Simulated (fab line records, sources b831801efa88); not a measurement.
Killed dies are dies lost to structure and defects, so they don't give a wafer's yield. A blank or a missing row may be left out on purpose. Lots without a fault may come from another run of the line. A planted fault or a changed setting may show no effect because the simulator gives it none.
fab line records | flow gf180mcu
record lots=5 wafers=27
route steps=602 shown MIM@505 M5@535 TOP_METAL@568
start_h: hours from the record's first day to the start of the lot's first wafer shown | wait_h: hours since the lot's step before | " the same as in the row above | L1.1+2: a row that stands for several wafers | - no value, or no start given | * or withheld: withheld | < > ~ a bound
route shown NAME@n: a module of which the file shows steps, and the number in the route of the first | usual: mean/standard deviation of fault-free wafers | same: alike in all rows | chamber/n: place in a boat | sites: the reading at each site | _std_site: their standard deviation | _edge_site: outer sites' mean less inner sites' | radius_mm: how far each site lies from the wafer's centre | mask NAME#n: copy n | behind: the tool/chamber that last shaped the wafer | hold: why the lot was held/for how many hours/how that ended | device: the transistor (n, p or np) that didn't switch | end of line: the same wafers' tests at the end of the route | a step without rows: its recipe alone | killed: dies lost to structure and defects at the first sort, not the wafer's yield | map: a wafer's dies, x killed, . not, _ none there
set.NAME: the setting as run; set.NAME@STEP: as run at that earlier step | model.NAME: the simulator's own value behind a step, which no gauge read
lots whose settings were changed on purpose; a table a step, a row a wafer
## steps
# step GF_MIM_SPUTTER_02
# recipe material=AlCu target_thk_nm=450 power_w=10600 time_s=23.9 chamber_pressure_pa=0.4
# columns lot.wafer tool chamber start_h wait_h set.time_s model.AlCu_of_MIM_SPUTTER_02.thk_nm
L075.1 pvd_sputter-02 - 585.66 0.0 23.9 447
L075.2 " - " " 23.9 443.1
L075.3 " - " " 23.9 444.7
L075.4 " - " " 23.9 453.3
L075.5 " - " " 23.9 442.1
L075.6 " - " " 23.9 443.2
L077.1 pvd_sputter-01 - 594.86 0.0 28.83 538.6
L077.2 " - " " 23.9 442.7
L077.3 " - " " 28.83 535.4
L077.4 " - " " 23.9 444.8
L077.5 " - " " 23.9 443.2
L077.6 " - " " 28.83 539
L080.1 pvd_sputter-03 - 619.52 0.0 23.9 445.3
L080.2 " - " " 11.09 206.6
L080.3 " - " " 23.9 445.6
L080.4 " - " " 11.09 211.9
L080.5 " - " " 23.9 452.4
L080.6 " - " " 11.09 205.4
L084.2 pvd_sputter-02 - 651.12 0.0 23.9 456
L084.5 " - " " 23.9 454.4
L084.6 " - " " 23.9 446.3
L085.1 pvd_sputter-02 - 655.21 0.0 30.27 568.7
L085.2 " - " " 30.27 566.7
L085.3 " - " " 30.27 573.2
L085.4 " - " " 23.9 443.6
L085.5 " - " " 23.9 450.4
L085.6 " - " " 23.9 451
# step GF_MIM_SPUTTER_03
# recipe material=Ti target_thk_nm=10 substrate_temp_c=300 chamber_pressure_pa=0.3 power_w=3000 time_s=6.829
# step GF_MIM_SPUTTER_04
# recipe material=TiN target_thk_nm=50 power_w=6500 time_s=41.7 chamber_pressure_pa=0.4
# step GF_M5_ETCH_09
# recipe chemistry=CF4/O2 target=Si3N4 target_depth_nm=52 source_w=800 bias_w=150 pressure_mtorr=150 cf4_flow_sccm=80 O2_flow_sccm=10 time_s=11.6
# step GF_M5_METAL_ETCH_10
# recipe chemistry=Cl2/BCl3 mask_material=KrF target_depth_nm=627.5 stop_on=SiO2 pressure_mtorr=8 icp_w=800 bias_w=140 Cl2_flow_sccm=80 bcl3_flow_sccm=40 time_s=104.6
# usual oes_product_au=0.970/0.0063
# columns lot.wafer tool chamber start_h wait_h set.time_s@MIM_SPUTTER_02 oes_product_au model.M5.feature_depth_nm
L075.1 rie_metal-04 0 627.50 0.0 23.9 0.973 604.7
L075.2 " 1 " " 23.9 0.976 600.3
L075.3 " 0 " " 23.9 0.971 601
L075.4 " 1 " " 23.9 0.976 605
L075.5 " 1 " " 23.9 0.964 593.9
L075.6 " 0 " " 23.9 0.963 596.1
L077.1 rie_metal-03 1 635.80 0.0 28.83 0.985 613.4
L077.2 " 0 " " 23.9 0.970 594
L077.3 " 1 " " 28.83 0.991 613.1
L077.4 " 0 " " 23.9 0.964 596.4
L077.5 " 0 " " 23.9 0.962 597.2
L077.6 " 1 " " 28.83 0.988 612.6
L080.1 rie_metal-03 1 660.65 0.0 23.9 0.963 597.6
L080.2 " 0 " " 11.09 0.737 360.3
L080.3 " 1 " " 23.9 0.971 599.4
L080.4 " 0 " " 11.09 0.735 365
L080.5 " 0 " " 23.9 0.982 606
L080.6 " 1 " " 11.09 0.732 358.6
L084.2 rie_metal-03 0 690.24 0.0 23.9 0.980 608.5
L084.5 " 0 " " 23.9 0.967 606.3
L084.6 " 1 " " 23.9 0.965 598.5
L085.1 rie_metal-01 1 693.79 0.0 30.27 0.997 621.3
L085.2 " 0 " " 30.27 0.990 616.6
L085.3 " 0 " " 30.27 0.992 619.2
L085.4 " 1 " " 23.9 0.973 595.9
L085.5 " 1 " " 23.9 0.970 603.7
L085.6 " 0 " " 23.9 0.972 607.2
# step GF_TOP_METAL_SPUTTER_01
# recipe material=TiN target_thk_nm=30 power_w=6500 time_s=25 chamber_pressure_pa=0.4
# columns lot.wafer tool chamber start_h wait_h set.time_s model.TiN_of_TOP_METAL_SPUTTER_01.thk_nm
L075.1 pvd_sputter-04 - 650.33 0.1 32.64 38.84
L075.2 " - " " 25 30.2
L075.3 " - " " 32.64 39.02
L075.4 " - " " 32.64 38.91
L075.5 " - " " 25 30.05
L075.6 " - " " 25 29.61
L077.1 pvd_sputter-02 - 658.45 0.1 25 30.44
L077.2 " - " " 25 30.03
L077.3 " - " " 25 29.86
L077.4 " - " " 25 30.2
L077.5 " - " " 25 29.99
L077.6 " - " " 25 29.83
L080.1 pvd_sputter-03 - 682.75 0.1 25 29.86
L080.2 " - " " 38.87 46.59
L080.3 " - " " 38.87 46.79
L080.4 " - " " 25 29.89
L080.5 " - " " 25 30
L080.6 " - " " 38.87 46.72
L084.2 pvd_sputter-03 - 711.74 0.1 25 29.11
L084.5 " - " " 25 29.56
L084.6 " - " " 25 29.15
L085.1 pvd_sputter-03 - 714.82 0.1 25 30.4
L085.2 " - " " 25 30.47
L085.3 " - " " 25 30.44
L085.4 " - " " 25 30.57
L085.5 " - " " 25 30.43
L085.6 " - " " 25 30.41
## key
split step=GF_MIM_SPUTTER_02 setting=time_s stated=23.9 by=wafer
response step=GF_MIM_SPUTTER_02 reading=model.AlCu_of_MIM_SPUTTER_02.thk_nm change=+4.5 per=1% r=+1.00
response step=GF_M5_METAL_ETCH_10 reading=oes_product_au change=+0.00343 per=1% r=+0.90
response step=GF_M5_METAL_ETCH_10 reading=model.M5.feature_depth_nm change=+3.4 per=1% r=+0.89
split step=GF_TOP_METAL_SPUTTER_01 setting=time_s stated=25 by=wafer
response step=GF_TOP_METAL_SPUTTER_01 reading=model.TiN_of_TOP_METAL_SPUTTER_01.thk_nm change=+0.3 per=1% r=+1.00
